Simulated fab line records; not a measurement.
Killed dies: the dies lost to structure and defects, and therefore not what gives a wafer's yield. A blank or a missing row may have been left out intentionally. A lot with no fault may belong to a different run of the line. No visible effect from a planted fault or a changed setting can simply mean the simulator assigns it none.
Which of the tools did it? ; flow gf180mcu ; 6 lots, 17 wafers sampled, at 1 step of a route of 602

WHAT THE GAUGES READ, wafer by wafer
GF_M5_CD_MEAS_07: target cd 280 nm.
lot;measured;on;cd-nm (nm)
L803;day 26 18:59;cd-sem-02;278.6 278.9 278.7
L805;day 27 12:44;cd-sem-01;280.2 279.8 279.3
L807;day 28 05:23;cd-sem-02;281.2 280.8 280.2
L810;day 28 22:17;cd-sem-01;278.5 279.3 278.8
L819;day 31 19:27;cd-sem-01;279.9 279.5
L822;day 32 13:20;cd-sem-01;280.5 281.7 281.1

WHICH TOOL RAN EACH LOT (tool, then ch and the chambers of the sampled wafers, then the start)
No process step before these readings appears in the record.

THE ANSWER, worked out from the rows above alone
Rule: usual is defined by the lots themselves. Put in order of their means at a reading, lots are off if they are a third of the lots or fewer, leave a main group of 4 or more, and stand apart from it by a gap of 3 or more times the standard deviation of the main group's means; of several such gaps the widest counts. The tables above print the reading to a certain number of digits; a main group whose means all agree to those digits is not used. Also off: a lot with no number at a reading for which 4 or more lots have one. Where the step has rows for the other lots, those lots are counted as sound.
Across all readings shown, no lot is off: no conclusion can be drawn from this.

WHAT HAD BEEN PUT IN BY THE SIMULATOR
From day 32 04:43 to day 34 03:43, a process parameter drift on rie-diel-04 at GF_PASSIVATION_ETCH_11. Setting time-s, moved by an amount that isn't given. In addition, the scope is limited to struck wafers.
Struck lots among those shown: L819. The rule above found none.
